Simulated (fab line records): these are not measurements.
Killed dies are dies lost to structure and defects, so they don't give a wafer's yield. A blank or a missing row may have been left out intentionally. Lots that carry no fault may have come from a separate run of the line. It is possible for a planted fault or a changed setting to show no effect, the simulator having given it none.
fab line records	flow sky130	part 2 of 2: steps 43 to 44 of 44
record lots=6	wafers=18	last-day=49
route steps=708 shown SONOS_TUNNEL@160 SONOS_ONO@168 GATE_OXIDE@187 PAD_OPEN@708
lots that met no fault: from a run of the same line without faults
start-h: hours from the record's opening day to when the first of the lot's shown wafers began	wait-h: how many hours have passed since the lot's step before this one	" unchanged from the row above	L1.1+2: a row that stands for several wafers	- no value present, or no start provided	* or withheld: withheld	< > ~ a bound
route shown NAME@n: names a module that has steps shown in the file, with the first one's number in the route	usual: the fault-free wafers' mean and standard deviation	same: alike in all rows	chamber/n: place in a boat	sites: each site's reading	_std_site: standard deviation across them	_edge_site: outer sites' mean less inner sites'	radius-mm: how far each site lies from the wafer's centre	mask NAME#n: copy n	behind: the last tool/chamber to shape the wafer	hold: what put the lot on hold/how long, in hours/how the hold closed	device: names the non-switching transistor (n, p or np)	end of line: the tests these same wafers got at the end of their route	a step given without rows: its recipe and nothing more	killed: dies that structure and defects cost at the first sort, which is not the same as the wafer's yield	map: shows each die of a wafer: x if killed, . if not, _ if none is there
set.NAME: the run value of the setting; set.NAME@STEP: its run value at that earlier step	model.NAME: the simulator's own value behind a step, which no gauge read
lots seen at some steps along the route; tables by step, rows by wafer
services: a tool's chamber out of use, with start hour (start-h, from the record's first day; less than 0 if before it), hours out, and reason
## steps
# step SKY_GATE_OXIDE_CLEAN_15
# recipe chemistry=SC1/SC2	mix=1:4:20	temp-c=70	time-s=150	dry=n2-spin
lot.wafer	tool	chamber	start-h	wait-h	model.SiO2_of_SONOS_ONO_CVD_04.thk-nm
L494.1	wet-bench-01	1	311.00	0.1	4.148
L494.3	"	1	"	"	4.056
L494.6	"	1	"	"	4.149
L496.1	wet-bench-02	2	324.64	0.1	7.662
L496.5	"	2	"	"	7.613
L496.6	"	2	"	"	7.743
L497.1	wet-bench-01	3	338.44	0.1	7.458
L497.3	"	3	"	"	7.453
L497.5	"	3	"	"	7.45
L506.2+4	wet-bench-02	3	424.29	0.0	4.229
L506.3	"	3	"	"	4.255
L509.1	wet-bench-01	3	443.09	0.1	4.322
L509.2	"	3	"	"	4.246
L509.4	"	3	"	"	4.208
L514.2	wet-bench-03	2	481.45	0.0	4.296
L514.3	"	2	"	"	4.164
L514.5	"	2	"	"	4.256
# step SKY_PAD_OPEN_PROBE_99
# usual killed_at_M0_to_M3=42/7.1	killed_at_M4_up=3.0/1.7	killed-at-contacts=25/5	killed-at-front-end=16/4.4	killed-at-other=0.5/1.4	killed-dies=87/9.2	killed-open=47/6.2	killed-short=39/6.6
# same gross-dies=492	killed-at-back-side=0
lot.wafer	tool	chamber	start-h	wait-h	killed_at_M0_to_M3	killed_at_M4_up	killed-at-contacts	killed-at-front-end	killed-at-other	killed-dies	killed-open	killed-short
L494.1	prober-02	-	1073.85	0.1	46	4	23	20	0	93	53	40
L494.3	prober-02	-	1073.95	0.2	42	3	29	16	1	91	45	46
L494.6	prober-02	-	1074.10	0.2	43	4	28	20	0	95	51	43
L497.1	prober-01	-	1097.83	0.1	49	4	27	17	0	97	55	42
L497.3	prober-01	-	1097.93	0.2	32	3	23	15	0	73	37	36
L497.5	prober-01	-	1098.03	0.2	41	1	19	15	0	76	45	31
L506.2	prober-01	-	1152.94	0.1	45	5	25	10	0	85	43	40
L506.3	prober-01	-	1152.99	0.2	43	4	19	8	0	74	49	25
L506.4	prober-01	-	1153.04	0.2	38	1	14	12	0	65	35	30
L509.1	prober-02	-	1162.26	0.1	49	6	21	20	1	97	47	49
L509.2	prober-02	-	1162.31	0.1	33	5	16	18	0	72	44	28
L509.4	prober-02	-	1162.41	0.2	40	0	21	16	0	77	50	27
L514.2	prober-01	-	1186.70	0.1	42	4	26	15	0	87	51	36
L514.3	prober-01	-	1186.75	0.2	43	2	31	17	0	93	46	47
L514.5	prober-01	-	1186.85	0.2	34	4	22	11	1	72	32	40
# killed by level:class
L494.1 VIA1:geometric-particle:open=13 CONTACT:geometric-particle:open=8 FIELD_ISO:geometric-particle:open=6 LI_CONTACT:geometric-particle:open=6 METAL2:geometric-particle:short=6 VIA2:geometric-particle:open=6 POLY_GATE:geometric-particle:open=5 POLY_GATE:geometric-particle:short=4
L494.3 CONTACT:geometric-particle:open=10 VIA3:geometric-particle:open=9 LI_CONTACT:geometric-particle:open=6 LOCAL_INTERCONNECT:geometric-particle:short=6 VIA2:geometric-particle:open=6 VIA3:geometric-particle:short=6 METAL1:geometric-particle:short=5 FIELD_ISO:geometric-particle:short=4
L494.6 CONTACT:geometric-particle:open=13 VIA2:geometric-particle:open=11 FIELD_ISO:geometric-particle:short=7 VIA3:geometric-particle:short=6 VIA1:geometric-particle:open=6 METAL2:geometric-particle:short=5 LI_CONTACT:geometric-particle:open=5 CONTACT:geometric-particle:short=5
L497.1 VIA1:geometric-particle:open=14 CONTACT:geometric-particle:open=11 VIA3:geometric-particle:open=7 LI_CONTACT:geometric-particle:open=6 METAL1:geometric-particle:short=6 VIA2:geometric-particle:open=6 CONTACT:geometric-particle:short=5 FIELD_ISO:geometric-particle:open=4
L497.3 CONTACT:geometric-particle:open=8 VIA1:geometric-particle:short=7 FIELD_ISO:geometric-particle:short=6 CONTACT:geometric-particle:short=6 VIA1:geometric-particle:open=6 LI_CONTACT:geometric-particle:open=5 VIA2:geometric-particle:open=5 VIA3:geometric-particle:open=5
L497.5 VIA1:geometric-particle:open=10 LI_CONTACT:geometric-particle:open=7 VIA3:geometric-particle:open=7 VIA1:geometric-particle:short=6 VIA2:geometric-particle:open=5 POLY_GATE:geometric-particle:open=5 CONTACT:geometric-particle:open=4 METAL1:geometric-particle:short=4
L506.2 VIA1:geometric-particle:open=16 CONTACT:geometric-particle:short=7 VIA2:geometric-particle:open=7 LOCAL_INTERCONNECT:geometric-particle:short=6 CONTACT:geometric-particle:open=5 METAL1:geometric-particle:short=5 LI_CONTACT:geometric-particle:open=4 VIA1:geometric-particle:short=4
L506.3 VIA1:geometric-particle:open=10 LI_CONTACT:geometric-particle:open=8 CONTACT:geometric-particle:open=8 VIA3:geometric-particle:open=8 VIA2:geometric-particle:open=7 FIELD_ISO:geometric-particle:short=4 VIA1:geometric-particle:short=4 VIA2:geometric-particle:short=4
L506.4 VIA1:geometric-particle:open=9 VIA2:geometric-particle:open=6 CONTACT:geometric-particle:open=5 VIA3:geometric-particle:open=5 POLY_GATE:geometric-particle:short=4 METAL1:geometric-particle:short=4 VIA1:geometric-particle:short=4 LI_CONTACT:geometric-particle:open=3
L509.1 CONTACT:geometric-particle:open=10 VIA3:geometric-particle:open=9 METAL1:geometric-particle:short=7 FIELD_ISO:geometric-particle:short=6 VIA1:geometric-particle:open=6 METAL4:geometric-particle:short=6 METAL2:geometric-particle:short=5 POLY_GATE:geometric-particle:short=5
L509.2 VIA1:geometric-particle:open=10 POLY_GATE:geometric-particle:open=8 CONTACT:geometric-particle:open=8 METAL2:geometric-particle:short=6 VIA3:geometric-particle:open=4 FIELD_ISO:geometric-particle:short=3 LI_CONTACT:geometric-particle:short=3 LI_CONTACT:geometric-particle:open=3
L509.4 CONTACT:geometric-particle:open=10 VIA1:geometric-particle:open=9 VIA3:geometric-particle:open=8 METAL1:geometric-particle:short=5 VIA1:geometric-particle:short=5 VIA2:geometric-particle:open=5 FIELD_ISO:geometric-particle:open=4 LI_CONTACT:geometric-particle:open=4
L514.2 VIA1:geometric-particle:open=13 LI_CONTACT:geometric-particle:open=10 CONTACT:geometric-particle:open=8 FIELD_ISO:geometric-particle:short=7 CONTACT:geometric-particle:short=5 FIELD_ISO:geometric-particle:open=4 VIA2:geometric-particle:open=4 METAL1:geometric-particle:short=4
L514.3 VIA1:geometric-particle:open=11 LI_CONTACT:geometric-particle:open=9 METAL1:geometric-particle:short=9 CONTACT:geometric-particle:open=8 LOCAL_INTERCONNECT:geometric-particle:short=6 FIELD_ISO:geometric-particle:short=5 FIELD_ISO:geometric-particle:open=5 VIA3:geometric-particle:open=5
L514.5 CONTACT:geometric-particle:short=7 CONTACT:geometric-particle:open=7 METAL1:geometric-particle:short=7 VIA1:geometric-particle:open=6 LI_CONTACT:geometric-particle:open=5 VIA3:geometric-particle:open=5 METAL2:geometric-particle:short=5 FIELD_ISO:geometric-particle:short=4
## services
tool	chamber	start-h	hours	kind
rie-diel-01	1	237.70	8.6	repair
plasma-asher-03	-	247.96	0.6	repair
wet-bench-03	-	255.51	2.0	repair
plasma-asher-04	-	264.37	1.5	repair
rie-diel-03	3	265.95	17.9	repair
plasma-asher-02	-	270.84	2.8	pm
rie-diel-04	3	278.51	2.3	repair
rie-diel-03	1	290.62	3.8	repair
rie-diel-03	1	314.45	4.1	repair
rie-diel-01	-	327.74	14.6	pm
lpcvd-03	-	344.44	2.8	pm
rie-diel-01	3	363.11	5.1	repair
plasma-asher-01	-	366.33	2.8	pm
rie-diel-04	-	380.82	1.0	repair
rie-diel-04	0	390.06	60.3	repair
rie-diel-01	2	391.48	5.1	repair
plasma-asher-03	-	394.86	2.5	repair
wet-bench-01	-	402.33	1.9	repair
plasma-asher-04	-	416.08	0.7	repair
plasma-asher-03	-	421.25	9.0	pm
rie-diel-01	3	433.07	13.5	repair
plasma-asher-01	-	449.20	7.6	pm
plasma-asher-03	-	449.67	0.4	repair
plasma-asher-02	-	474.45	1.3	repair
## key
first-sign step=SKY_SONOS_ONO_CVD_04	reading=susceptor-temp-C	direction=up	sigmas=99+	usual=*	struck=*
effect step=SKY_SONOS_ONO_CVD_04	reading=spike-tc-centre-C	direction=up	sigmas=43	usual=899.5	struck=946.4
effect step=SKY_SONOS_ONO_THK_MEAS_05	reading=SONOS_ONO_CVD_04_THK	direction=up	sigmas=35	usual=5.74	struck=9.07
model-effect step=SKY_SONOS_ONO_CVD_04	value=SiO2_of_SONOS_ONO_CVD_04.thk-nm	without=5.648	struck=9.068
model-effect step=SKY_GATE_OXIDE_CLEAN_15	value=SiO2_of_SONOS_ONO_CVD_04.thk-nm	without=4.144	struck=7.563
met-at SKY_SONOS_ONO_CVD_04
struck-wafers L496.1,L496.5,L496.6,L497.1,L497.3,L497.5
sort-left-out L496.1,L496.5,L496.6
tester-left-out L496,L497
onset-between 256.07 271.51
fault kind=process-parameter-drift	tool=lpcvd-03	chamber=-	onset-h=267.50	steps=SKY_SONOS_ONO_CVD_04	channel=temp-c	offset=*	shape=step	end-h=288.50	stated=*
# tester-left-out: of these lots the tester's yield and bins aren't shown, on N5 and GAA mostly nor the transistor test; their killed dies are dies lost to structure and defects alone, not to doping, threshold or leakage, so they don't give the yield
# sort-left-out: the simulated sort isn't trusted on such a fault, so these wafers' sort isn't shown, and their yield isn't known
